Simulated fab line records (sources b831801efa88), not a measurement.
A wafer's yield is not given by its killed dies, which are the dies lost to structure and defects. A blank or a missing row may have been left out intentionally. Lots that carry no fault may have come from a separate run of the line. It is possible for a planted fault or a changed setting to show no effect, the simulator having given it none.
fab line records ; flow gf180mcu ; part 1 of 2: steps 1 to 23 of 35
[record] lots = 5; wafers = 15; lastDay = 34
route steps=602 shown V1@356 M2@362 V2@382
lots that met no fault: taken from a fault-free run of the same line
startH: the number of hours between the record's first day and the start of the first shown wafer of the lot ; waitH: time in hours since the lot's previous step ; " identical to the entry in the row above ; L1.1+2: one row covering several wafers at once ; - no value, or no start was given ; * or withheld: withheld ; < > ~ a bound
route shown NAME@n: NAME is a module with steps in the file, n the number in the route of the first one ; usual: the fault-free wafers' mean and standard deviation ; same: alike in all rows ; chamber/n: place in a boat ; sites: the reading at each site ; _std_site: their standard deviation ; _edge_site: the outer-site mean with the inner-site mean subtracted ; radiusMm: for every site, how far away it sits from the centre of the wafer ; mask NAME#n: copy n ; behind: the tool/chamber that last shaped the wafer ; hold: the reason the lot was held/the length of the hold in hours/how it ended ; device: the transistor (n, p or np) that didn't switch ; end of line: tests run on the same wafers once the route is complete ; a step with no rows: only its recipe ; killed: the dies lost at the first sort to structure and to defects; this is not the yield of the wafer ; map: a wafer's dies, x killed, . not, _ none there
set.NAME: setting as actually run; set.NAME@STEP: the setting as run at that earlier step ; model.NAME: the simulator's own value behind a step, which no gauge read
lots at selected steps of the route; one table per step, one row per wafer
services: the hour from which a tool's chamber was out of use, counted from the record's first day as startH (under 0 if before that day), plus the number of hours and why
[[steps]]
[step GF_V1_SPUTTER_21]
[recipe] material = Ti; targetThkNm = 15; chamberPressurePa = 5; powerW = 2500; substrateTempC = 200; timeS = 80.02
[usual] substrateTempC = 200.02/0.17; throttleValvePct = 30.3/0.72
lot.wafer;tool;chamber;startH;waitH;substrateTempC;throttleValvePct
L076.1;pvdSputter-03;-;431.94;0.0;200.32;29.6
L076.3;pvdSputter-03;-;431.94;0.0;200.12;30.8
L076.6;pvdSputter-03;-;431.94;0.0;200.12;30.2
L080.2;pvdSputter-03;-;481.49;0.0;199.89;29.3
L080.3;pvdSputter-03;-;481.49;0.0;199.96;30.7
L080.6;pvdSputter-03;-;481.49;0.0;199.90;29.7
L084.4;pvdSputter-01;-;503.15;0.0;200.37;30.6
L084.5;pvdSputter-01;-;503.15;0.0;200.02;30.3
L084.6;pvdSputter-01;-;503.15;0.0;200.06;30.3
L088.4;pvdSputter-01;-;539.54;0.0;200.26;30.4
L088.5;pvdSputter-01;-;539.54;0.0;200.20;30.9
L088.6;pvdSputter-01;-;539.54;0.0;199.98;30.1
L096.3;pvdSputter-01;-;611.10;0.0;199.85;30.6
L096.4;pvdSputter-01;-;611.10;0.0;200.17;30.2
L096.6;pvdSputter-01;-;611.10;0.0;199.79;30.6
[step GF_V1_SPUTTER_22]
[recipe] material = TiN; targetThkNm = 10; chamberPressurePa = 5; powerW = 4000; timeS = 40
[usual] throttleValvePct = 30.3/0.7
lot.wafer;tool;chamber;startH;waitH;throttleValvePct
L076.1;pvdSputter-03;-;432.01;0.0;29.6
L076.3;pvdSputter-03;-;432.01;0.0;30.8
L076.6;pvdSputter-03;-;432.01;0.0;30.0
L080.2;pvdSputter-03;-;481.55;0.0;29.5
L080.3;pvdSputter-03;-;481.55;0.0;30.8
L080.6;pvdSputter-03;-;481.55;0.0;29.6
L084.4;pvdSputter-01;-;503.20;0.0;30.6
L084.5;pvdSputter-01;-;503.20;0.0;30.1
L084.6;pvdSputter-01;-;503.20;0.0;30.2
L088.4;pvdSputter-01;-;539.60;0.0;30.5
L088.5;pvdSputter-01;-;539.60;0.0;30.9
L088.6;pvdSputter-01;-;539.60;0.0;30.5
L096.3;pvdSputter-01;-;611.16;0.0;30.8
L096.4;pvdSputter-01;-;611.16;0.0;30.1
L096.6;pvdSputter-01;-;611.16;0.0;30.9
[step GF_V1_CVD_23]
[recipe] material = W; targetThkNm = 350; timeS = 105.05; tempC = 400; pressureTorr = 40
[usual] heaterPowerW = 925/120
lot.wafer;tool;chamber;startH;waitH;heaterPowerW
L076.1;cvdW-02;0;432.04;0.0;974
L076.3;cvdW-02;1;432.04;0.0;1086
L076.6;cvdW-02;1;432.04;0.0;1063
L080.2;cvdW-01;1;481.59;0.0;750
L080.3;cvdW-01;1;481.59;0.0;786
L080.6;cvdW-01;1;481.59;0.0;761
L084.4;cvdW-02;1;503.26;0.0;1057
L084.5;cvdW-02;1;503.26;0.0;1067
L084.6;cvdW-02;0;503.26;0.0;977
L088.4;cvdW-02;0;539.68;0.1;959
L088.5;cvdW-02;0;539.68;0.1;974
L088.6;cvdW-02;1;539.68;0.1;1073
L096.3;cvdW-01;0;611.24;0.1;848
L096.4;cvdW-01;1;611.24;0.1;766
L096.6;cvdW-01;0;611.24;0.1;846
[step GF_V1_RS_MEAS_24]
[recipe] thkMeasGauge = four-point-probe; reads = W_of_V1_CVD_23+TiN_of_V1_SPUTTER_22+Ti_of_V1_SPUTTER_21
[usual] V1_W_RS = 0.328/0.0033
lot.wafer;tool;chamber;startH;waitH;V1_W_RS[ohm/sq]
L076.1;filmMetro-02;-;432.16;0.1;0.328
L076.3;filmMetro-02;-;432.16;0.1;0.325
L076.6;filmMetro-02;-;432.16;0.1;0.326
L080.2;filmMetro-01;-;481.72;0.1;0.327
L080.3;filmMetro-01;-;481.72;0.1;0.330
L080.6;filmMetro-01;-;481.72;0.1;0.328
L084.4;filmMetro-04;-;503.40;0.1;0.326
L084.5;filmMetro-04;-;503.40;0.1;0.328
L084.6;filmMetro-04;-;503.40;0.1;0.325
L088.4;filmMetro-02;-;539.81;0.1;0.329
L088.5;filmMetro-02;-;539.81;0.1;0.329
L088.6;filmMetro-02;-;539.81;0.1;0.325
L096.3;filmMetro-01;-;611.35;0.1;0.329
L096.4;filmMetro-01;-;611.35;0.1;0.326
L096.6;filmMetro-01;-;611.35;0.1;0.330
[step GF_V1_THK_MEAS_25]
[recipe] thkMeasGauge = xrf; reads = W_of_V1_CVD_23
[usual] V1_W_THK = 351/4.4
lot.wafer;tool;chamber;startH;waitH;V1_W_THK[nm]
L076.1;filmMetro-02;-;432.28;0.1;353
L076.3;filmMetro-02;-;432.28;0.1;356
L076.6;filmMetro-02;-;432.28;0.1;352
L080.2;filmMetro-01;-;481.83;0.1;352
L080.3;filmMetro-01;-;481.83;0.1;351
L080.6;filmMetro-01;-;481.83;0.1;351
L084.4;filmMetro-04;-;503.49;0.1;349
L084.5;filmMetro-04;-;503.49;0.1;348
L084.6;filmMetro-04;-;503.49;0.1;355
L088.4;filmMetro-02;-;539.90;0.1;352
L088.5;filmMetro-02;-;539.90;0.1;349
L088.6;filmMetro-02;-;539.90;0.1;358
L096.3;filmMetro-01;-;611.45;0.1;354
L096.4;filmMetro-01;-;611.45;0.1;360
L096.6;filmMetro-01;-;611.45;0.1;354
[step GF_V1_CMP_26]
[recipe] stopOn = SiO2; downForcePsi = 3.5; platenRpm = 60; tOverpolishS = 15; targetThkNm = 0; padVelocityMS = 0.94248
[usual] motorCurrentA = 11.0/0.89; overpolishRunS = 15.001/0.0089; slurryFilterDpKPa = 13.50/0.13; timeToEndpointS = 85/3
lot.wafer;tool;chamber;startH;waitH;motorCurrentA;overpolishRunS;slurryFilterDpKPa;timeToEndpointS
L076.3;cmp-01;0;432.34;0.0;12.5;14.991;13.55;86
L076.1;cmp-01;2;432.34;0.0;10.9;15.000;13.52;82
L076.6;cmp-01;1;432.34;0.0;11.6;15.003;13.63;83
L080.2;cmp-01;3;481.93;0.1;11.6;14.999;13.67;85
L080.3;cmp-01;1;481.93;0.1;11.7;15.012;13.33;86
L080.6;cmp-01;2;481.93;0.1;10.8;14.992;13.45;83
L084.4;cmp-02;0;503.62;0.1;9.4;14.999;13.55;86
L084.5;cmp-02;2;503.62;0.1;10.7;14.998;13.86;87
L084.6;cmp-02;3;503.62;0.1;11.9;15.000;13.71;87
L088.4;cmp-01;0;540.23;0.3;12.2;15.003;13.58;86
L088.6;cmp-01;0;540.23;0.3;12.6;15.018;13.69;88
L088.5;cmp-01;1;540.23;0.3;11.4;15.002;13.77;83
L096.3;cmp-02;3;611.73;0.3;11.9;15.011;13.64;84
L096.4;cmp-02;0;611.73;0.3;9.1;14.996;13.17;85
L096.6;cmp-02;0;611.73;0.3;9.9;15.007;13.47;86
[step GF_M2_SPUTTER_00]
[recipe] material = Ti; targetThkNm = 37.5; arrivingIonEnergyEv = 80; substrateTempC = 200; chamberPressurePa = 2; powerW = 4000; timeS = 150
[usual] substrateTempC = 199.99/0.16; throttleValvePct = 30.4/1.4
lot.wafer;tool;chamber;startH;waitH;substrateTempC;throttleValvePct
L076.1;pvdSputter-04;-;432.64;0.1;199.86;32.2
L076.3;pvdSputter-04;-;432.64;0.1;199.98;29.6
L076.6;pvdSputter-04;-;432.64;0.1;199.86;29.4
L080.2;pvdSputter-04;-;482.18;0.2;199.95;29.5
L080.3;pvdSputter-04;-;482.18;0.2;199.69;32.0
L080.6;pvdSputter-04;-;482.18;0.2;200.14;32.5
L084.4;pvdSputter-03;-;503.82;0.1;200.01;29.7
L084.5;pvdSputter-03;-;503.82;0.1;200.11;29.8
L084.6;pvdSputter-03;-;503.82;0.1;200.12;30.8
L088.4;pvdSputter-03;-;540.53;0.2;199.89;29.8
L088.5;pvdSputter-03;-;540.53;0.2;199.77;30.9
L088.6;pvdSputter-03;-;540.53;0.2;199.68;29.7
L096.3;pvdSputter-03;-;612.03;0.2;199.85;30.8
L096.4;pvdSputter-03;-;612.03;0.2;200.31;30.0
L096.6;pvdSputter-03;-;612.03;0.2;199.99;29.7
[step GF_M2_SPUTTER_01]
[recipe] material = TiN; targetThkNm = 30; powerW = 6500; timeS = 25; chamberPressurePa = 0.4
[usual] throttleValvePct = 30.4/1.5
lot.wafer;tool;chamber;startH;waitH;throttleValvePct
L076.1;pvdSputter-04;-;432.74;0.1;32.0
L076.3;pvdSputter-04;-;432.74;0.1;29.5
L076.6;pvdSputter-04;-;432.74;0.1;29.8
L080.2;pvdSputter-04;-;482.28;0.1;29.6
L080.3;pvdSputter-04;-;482.28;0.1;32.3
L080.6;pvdSputter-04;-;482.28;0.1;32.5
L084.4;pvdSputter-03;-;503.92;0.1;29.5
L084.5;pvdSputter-03;-;503.92;0.1;29.4
L084.6;pvdSputter-03;-;503.92;0.1;30.8
L088.4;pvdSputter-03;-;540.63;0.1;29.4
L088.5;pvdSputter-03;-;540.63;0.1;30.6
L088.6;pvdSputter-03;-;540.63;0.1;29.8
L096.3;pvdSputter-03;-;612.13;0.1;30.7
L096.4;pvdSputter-03;-;612.13;0.1;30.0
L096.6;pvdSputter-03;-;612.13;0.1;29.3
[step GF_M2_SPUTTER_02]
[recipe] material = AlCu; targetThkNm = 450; powerW = 10600; timeS = 23.9; chamberPressurePa = 0.4
[usual] throttleValvePct = 30.3/1.4
lot.wafer;tool;chamber;startH;waitH;throttleValvePct
L076.1;pvdSputter-04;-;432.77;0.0;32.2
L076.3;pvdSputter-04;-;432.77;0.0;29.4
L076.6;pvdSputter-04;-;432.77;0.0;29.8
L080.2;pvdSputter-04;-;482.31;0.0;29.7
L080.3;pvdSputter-04;-;482.31;0.0;32.1
L080.6;pvdSputter-04;-;482.31;0.0;32.5
L084.4;pvdSputter-03;-;503.95;0.0;29.7
L084.5;pvdSputter-03;-;503.95;0.0;29.9
L084.6;pvdSputter-03;-;503.95;0.0;31.1
L088.4;pvdSputter-03;-;540.66;0.0;29.6
L088.5;pvdSputter-03;-;540.66;0.0;30.9
L088.6;pvdSputter-03;-;540.66;0.0;29.6
L096.3;pvdSputter-03;-;612.16;0.0;30.9
L096.4;pvdSputter-03;-;612.16;0.0;30.2
L096.6;pvdSputter-03;-;612.16;0.0;29.7
[step GF_M2_SPUTTER_03]
[recipe] material = Ti; targetThkNm = 10; substrateTempC = 300; chamberPressurePa = 0.3; powerW = 3000; timeS = 6.7
[usual] substrateTempC = 300.03/0.17; throttleValvePct = 30.4/1.5
lot.wafer;tool;chamber;startH;waitH;substrateTempC;throttleValvePct
L076.1;pvdSputter-04;-;432.80;0.0;300.07;32.0
L076.3;pvdSputter-04;-;432.80;0.0;299.59;29.6
L076.6;pvdSputter-04;-;432.80;0.0;300.05;29.7
L080.2;pvdSputter-04;-;482.34;0.0;300.37;29.6
L080.3;pvdSputter-04;-;482.34;0.0;299.95;32.0
L080.6;pvdSputter-04;-;482.34;0.0;300.08;32.7
L084.4;pvdSputter-03;-;503.98;0.0;300.02;29.7
L084.5;pvdSputter-03;-;503.98;0.0;300.24;29.5
L084.6;pvdSputter-03;-;503.98;0.0;300.03;31.0
L088.4;pvdSputter-03;-;540.69;0.0;300.20;29.7
L088.5;pvdSputter-03;-;540.69;0.0;300.03;30.9
L088.6;pvdSputter-03;-;540.69;0.0;299.80;29.6
L096.3;pvdSputter-03;-;612.19;0.0;300.09;30.7
L096.4;pvdSputter-03;-;612.19;0.0;299.89;30.0
L096.6;pvdSputter-03;-;612.19;0.0;300.36;29.6
[step GF_M2_SPUTTER_04]
[recipe] material = TiN; targetThkNm = 50; powerW = 6500; timeS = 41.7; chamberPressurePa = 0.4
[usual] throttleValvePct = 30.4/1.4
lot.wafer;tool;chamber;startH;waitH;throttleValvePct
L076.1;pvdSputter-04;-;432.82;0.0;32.1
L076.3;pvdSputter-04;-;432.82;0.0;29.6
L076.6;pvdSputter-04;-;432.82;0.0;29.6
L080.2;pvdSputter-04;-;482.36;0.0;29.9
L080.3;pvdSputter-04;-;482.36;0.0;32.1
L080.6;pvdSputter-04;-;482.36;0.0;32.6
L084.4;pvdSputter-03;-;504.00;0.0;29.6
L084.5;pvdSputter-03;-;504.00;0.0;29.5
L084.6;pvdSputter-03;-;504.00;0.0;30.6
L088.4;pvdSputter-03;-;540.71;0.0;29.8
L088.5;pvdSputter-03;-;540.71;0.0;30.9
L088.6;pvdSputter-03;-;540.71;0.0;29.8
L096.3;pvdSputter-03;-;612.21;0.0;31.0
L096.4;pvdSputter-03;-;612.21;0.0;30.3
L096.6;pvdSputter-03;-;612.21;0.0;29.7
[step GF_M2_RS_MEAS_05]
[recipe] thkMeasGauge = four-point-probe; reads = TiN_of_M2_SPUTTER_04+Ti_of_M2_SPUTTER_03+AlCu_of_M2_SPUTTER_02+TiN_of_M2_SPUTTER_01+Ti_of_M2_SPUTTER_00
[usual] M2_ALCU_RS = 0.0697/0.00053
lot.wafer;tool;chamber;startH;waitH;M2_ALCU_RS[ohm/sq]
L076.1;filmMetro-01;-;432.86;0.0;0.0703
L076.3;filmMetro-01;-;432.86;0.0;0.0700
L076.6;filmMetro-01;-;432.86;0.0;0.0697
L080.2;filmMetro-01;-;482.42;0.0;0.0693
L080.3;filmMetro-01;-;482.42;0.0;0.0696
L080.6;filmMetro-01;-;482.42;0.0;0.0694
L084.4;filmMetro-03;-;504.10;0.1;0.0686
L084.5;filmMetro-03;-;504.10;0.1;0.0692
L084.6;filmMetro-03;-;504.10;0.1;0.0693
L088.4;filmMetro-03;-;540.81;0.1;0.0693
L088.5;filmMetro-03;-;540.81;0.1;0.0693
L088.6;filmMetro-03;-;540.81;0.1;0.0700
L096.3;filmMetro-02;-;612.29;0.1;0.0705
L096.4;filmMetro-02;-;612.29;0.1;0.0698
L096.6;filmMetro-02;-;612.29;0.1;0.0697
[step GF_M2_THK_MEAS_06]
[recipe] thkMeasGauge = xrf; reads = AlCu_of_M2_SPUTTER_02
[usual] M2_ALCU_THK = 448/4.3
lot.wafer;tool;chamber;startH;waitH;M2_ALCU_THK[nm]
L076.1;filmMetro-01;-;432.98;0.1;448
L076.3;filmMetro-01;-;432.98;0.1;448
L076.6;filmMetro-01;-;432.98;0.1;450
L080.2;filmMetro-01;-;482.53;0.1;455
L080.3;filmMetro-01;-;482.53;0.1;450
L080.6;filmMetro-01;-;482.53;0.1;452
L084.4;filmMetro-03;-;504.19;0.1;457
L084.5;filmMetro-03;-;504.19;0.1;450
L084.6;filmMetro-03;-;504.19;0.1;450
L088.4;filmMetro-03;-;540.90;0.1;453
L088.5;filmMetro-03;-;540.90;0.1;451
L088.6;filmMetro-03;-;540.90;0.1;446
L096.3;filmMetro-02;-;612.39;0.1;444
L096.4;filmMetro-02;-;612.39;0.1;443
L096.6;filmMetro-02;-;612.39;0.1;445
[step GF_M2_DEHYDRATE_07]
[recipe] tempC = 200; timeS = 60
[usual] exhaustPa = 45.0/0.99
lot.wafer;tool;chamber;startH;waitH;exhaustPa
L076.1;lithoTrack-01;0;444.91;11.9;45.9
L076.3;lithoTrack-01;0;444.91;11.9;44.2
L076.6;lithoTrack-01;0;444.91;11.9;45.6
L080.2;lithoTrack-02;0;494.04;11.5;45.2
L080.3;lithoTrack-02;0;494.04;11.5;45.3
L080.6;lithoTrack-02;0;494.04;11.5;45.7
L084.4;lithoTrack-02;0;514.84;10.6;44.6
L084.5;lithoTrack-02;0;514.84;10.6;44.8
L084.6;lithoTrack-02;0;514.84;10.6;46.0
L088.4;lithoTrack-01;0;551.94;11.0;43.5
L088.5;lithoTrack-01;0;551.94;11.0;44.6
L088.6;lithoTrack-01;0;551.94;11.0;43.4
L096.3;lithoTrack-04;0;622.37;10.0;45.5
L096.4;lithoTrack-04;0;622.37;10.0;46.7
L096.6;lithoTrack-04;0;622.37;10.0;44.5
[step GF_M2_HMDS_08]
[recipe] primeTimeS = 60; primeTempC = 120
[usual] exhaustPa = 45.1/0.83
lot.wafer;tool;chamber;startH;waitH;exhaustPa
L076.1;lithoTrack-01;0;445.06;0.1;44.5
L076.3;lithoTrack-01;0;445.06;0.1;45.8
L076.6;lithoTrack-01;0;445.06;0.1;45.5
L080.2;lithoTrack-02;0;494.19;0.1;44.9
L080.3;lithoTrack-02;0;494.19;0.1;44.8
L080.6;lithoTrack-02;0;494.19;0.1;44.8
L084.4;lithoTrack-02;0;514.99;0.1;45.0
L084.5;lithoTrack-02;0;514.99;0.1;44.6
L084.6;lithoTrack-02;0;514.99;0.1;44.9
L088.4;lithoTrack-01;0;552.09;0.1;44.1
L088.5;lithoTrack-01;0;552.09;0.1;46.3
L088.6;lithoTrack-01;0;552.09;0.1;44.9
L096.3;lithoTrack-04;0;622.52;0.1;45.3
L096.4;lithoTrack-04;0;622.52;0.1;46.0
L096.6;lithoTrack-04;0;622.52;0.1;45.9
[step GF_M2_COAT_09]
[recipe] resist = KrF; spinRpm = withheld; resistThkNm = 1000
[usual] exhaustPa = 45.0/0.95
lot.wafer;tool;chamber;startH;waitH;exhaustPa
L076.1;lithoTrack-01;0;445.21;0.1;44.4
L076.3;lithoTrack-01;0;445.21;0.1;44.0
L076.6;lithoTrack-01;0;445.21;0.1;44.4
L080.2;lithoTrack-02;0;494.34;0.1;45.9
L080.3;lithoTrack-02;0;494.34;0.1;44.7
L080.6;lithoTrack-02;0;494.34;0.1;46.0
L084.4;lithoTrack-02;0;515.14;0.1;44.7
L084.5;lithoTrack-02;0;515.14;0.1;45.6
L084.6;lithoTrack-02;0;515.14;0.1;44.5
L088.4;lithoTrack-01;0;552.24;0.1;46.9
L088.5;lithoTrack-01;0;552.24;0.1;45.7
L088.6;lithoTrack-01;0;552.24;0.1;45.3
L096.3;lithoTrack-04;0;622.67;0.1;44.7
L096.4;lithoTrack-04;0;622.67;0.1;45.0
L096.6;lithoTrack-04;0;622.67;0.1;45.1
[step GF_M2_SOFTBAKE_10]
[recipe] tempC = 130; timeS = 60; resist = KrF
[usual] exhaustPa = 45.0/0.89
lot.wafer;tool;chamber;startH;waitH;exhaustPa
L076.1;lithoTrack-01;0;445.36;0.1;44.8
L076.3;lithoTrack-01;0;445.36;0.1;45.4
L076.6;lithoTrack-01;0;445.36;0.1;47.0
L080.2;lithoTrack-02;0;494.49;0.1;45.0
L080.3;lithoTrack-02;0;494.49;0.1;44.4
L080.6;lithoTrack-02;0;494.49;0.1;44.7
L084.4;lithoTrack-02;0;515.29;0.1;45.1
L084.5;lithoTrack-02;0;515.29;0.1;44.6
L084.6;lithoTrack-02;0;515.29;0.1;44.0
L088.4;lithoTrack-01;0;552.39;0.1;44.9
L088.5;lithoTrack-01;0;552.39;0.1;45.6
L088.6;lithoTrack-01;0;552.39;0.1;44.3
L096.3;lithoTrack-04;0;622.82;0.1;45.5
L096.4;lithoTrack-04;0;622.82;0.1;45.1
L096.6;lithoTrack-04;0;622.82;0.1;44.3
[step GF_M2_EXPOSE_11]
[recipe] maskId = Metal2; targetCdNm = 280; na = 0.68; sourceShape = conventional; sigmaOuter = 0.6; doseMj = 28
lot.wafer;tool;chamber;startH;waitH;mask
L076.1+3+6;krfScanner-01;0;-;-;Metal2#0
L080.2+3+6;krfScanner-02;0;-;-;Metal2#0
L084.4+5+6;krfScanner-02;0;-;-;Metal2#0
L088.4+5+6;krfScanner-01;0;-;-;Metal2#0
L096.3+4+6;krfScanner-01;0;-;-;Metal2#0
[step GF_M2_PEB_12]
[recipe] pebTempC = 135; pebTimeS = 90; resist = KrF
[usual] exhaustPa = 44.9/0.95
lot.wafer;tool;chamber;startH;waitH;exhaustPa
L076.1;lithoTrack-01;0;-;-;45.5
L076.3;lithoTrack-01;0;-;-;45.5
L076.6;lithoTrack-01;0;-;-;45.1
L080.2;lithoTrack-01;0;-;-;45.9
L080.3;lithoTrack-01;0;-;-;45.0
L080.6;lithoTrack-01;0;-;-;44.5
L084.4;lithoTrack-02;0;-;-;45.3
L084.5;lithoTrack-02;0;-;-;46.9
L084.6;lithoTrack-02;0;-;-;45.3
L088.4;lithoTrack-04;0;-;-;44.7
L088.5;lithoTrack-04;0;-;-;44.6
L088.6;lithoTrack-04;0;-;-;44.4
L096.3;lithoTrack-02;0;-;-;45.3
L096.4;lithoTrack-02;0;-;-;45.5
L096.6;lithoTrack-02;0;-;-;45.5
[step GF_M2_DEVELOP_13]
[recipe] developTimeS = 60; devTempC = 21
[usual] developerTempC = 21.03/0.12; exhaustPa = 44.8/0.89
lot.wafer;tool;chamber;startH;waitH;developerTempC;exhaustPa
L076.1;lithoTrack-01;0;457.21;0.2;21.07;44.1
L076.3;lithoTrack-01;0;457.21;0.2;21.11;44.5
L076.6;lithoTrack-01;0;457.21;0.2;21.13;45.4
L080.2;lithoTrack-01;0;506.44;0.2;20.85;45.6
L080.3;lithoTrack-01;0;506.44;0.2;21.02;46.5
L080.6;lithoTrack-01;0;506.44;0.2;21.11;45.8
L084.4;lithoTrack-02;0;527.09;0.1;20.98;45.6
L084.5;lithoTrack-02;0;527.09;0.1;21.09;45.3
L084.6;lithoTrack-02;0;527.09;0.1;21.12;45.7
L088.4;lithoTrack-04;0;562.60;0.1;20.92;43.4
L088.5;lithoTrack-04;0;562.60;0.1;21.04;44.6
L088.6;lithoTrack-04;0;562.60;0.1;20.97;44.3
L096.3;lithoTrack-02;0;632.82;0.1;20.82;44.2
L096.4;lithoTrack-02;0;632.82;0.1;20.88;45.9
L096.6;lithoTrack-02;0;632.82;0.1;21.08;45.2
[step GF_M2_CD_MEAS_14]
[recipe] targetCdNm = 280
[usual] cdNm = 280.4/1.1
lot.wafer;tool;chamber;startH;waitH;cdNm
L076.1;cdSem-01;-;457.36;0.1;280.0
L076.3;cdSem-01;-;457.36;0.1;279.0
L076.6;cdSem-01;-;457.36;0.1;279.2
L080.2;cdSem-02;-;506.58;0.1;280.7
L080.3;cdSem-02;-;506.58;0.1;277.7
L080.6;cdSem-02;-;506.58;0.1;279.6
L084.4;cdSem-01;-;527.23;0.1;282.7
L084.5;cdSem-01;-;527.23;0.1;281.0
L084.6;cdSem-01;-;527.23;0.1;281.7
L088.4;cdSem-02;-;562.73;0.1;281.1
L088.5;cdSem-02;-;562.73;0.1;280.0
L088.6;cdSem-02;-;562.73;0.1;279.8
L096.3;cdSem-02;-;632.96;0.1;279.6
L096.4;cdSem-02;-;632.96;0.1;279.7
L096.6;cdSem-02;-;632.96;0.1;280.2
[step GF_M2_OVL_MEAS_15]
[usual] M2_OVL = 4/4.5
lot.wafer;tool;chamber;startH;waitH;M2_OVL[nm]
L076.1;overlay-02;-;457.48;0.1;2
L076.3;overlay-02;-;457.48;0.1;6
L076.6;overlay-02;-;457.48;0.1;6
L080.2;overlay-01;-;506.69;0.1;1
L080.3;overlay-01;-;506.69;0.1;4
L080.6;overlay-01;-;506.69;0.1;4
L084.4;overlay-02;-;527.31;0.1;4
L084.5;overlay-02;-;527.31;0.1;9
L084.6;overlay-02;-;527.31;0.1;6
L088.4;overlay-02;-;562.81;0.1;3
L088.5;overlay-02;-;562.81;0.1;0
L088.6;overlay-02;-;562.81;0.1;-1
L096.3;overlay-01;-;633.05;0.1;6
L096.4;overlay-01;-;633.05;0.1;8
L096.6;overlay-01;-;633.05;0.1;6
[step GF_M2_METAL_ETCH_16]
[recipe] chemistry = Cl2/BCl3; maskMaterial = KrF; targetDepthNm = 627.5; stopOn = SiO2; pressureMtorr = 8; icpW = 800; biasW = 140; Cl2_flow_sccm = 80; bcl3FlowSccm = 40; timeS = 104.6
[usual] drypumpMotorCurrentA = 6.09/0.2; oesProductAu = 0.971/0.0059; throttleValvePct = 28.250/0.009
lot.wafer;tool;chamber;startH;waitH;drypumpMotorCurrentA;oesProductAu;rfHoursCounterH;throttleValvePct
L076.1;rieMetal-01;1;457.52;0.0;6.05;0.960;11;28.254
L076.3;rieMetal-01;0;457.52;0.0;6.19;0.968;-;28.246
L076.6;rieMetal-01;0;457.52;0.0;6.17;0.978;-;28.260
L080.2;rieMetal-02;1;506.76;0.1;6.33;0.972;-;28.264
L080.3;rieMetal-02;1;506.76;0.1;6.34;0.964;-;28.255
L080.6;rieMetal-02;1;506.76;0.1;6.38;0.978;-;28.249
L084.4;rieMetal-04;0;527.44;0.1;6.17;0.986;-;28.253
L084.5;rieMetal-04;0;527.44;0.1;6.16;0.983;-;28.236
L084.6;rieMetal-04;0;527.44;0.1;6.16;0.977;-;28.244
L088.4;rieMetal-02;0;562.87;0.0;5.99;0.973;-;28.265
L088.5;rieMetal-02;0;562.87;0.0;6.00;0.972;-;28.253
L088.6;rieMetal-02;1;562.87;0.0;6.37;0.967;-;28.253
L096.3;rieMetal-02;0;633.11;0.1;5.95;0.958;-;28.269
L096.4;rieMetal-02;1;633.11;0.1;6.38;0.973;-;28.245
L096.6;rieMetal-02;1;633.11;0.1;6.37;0.969;-;28.257
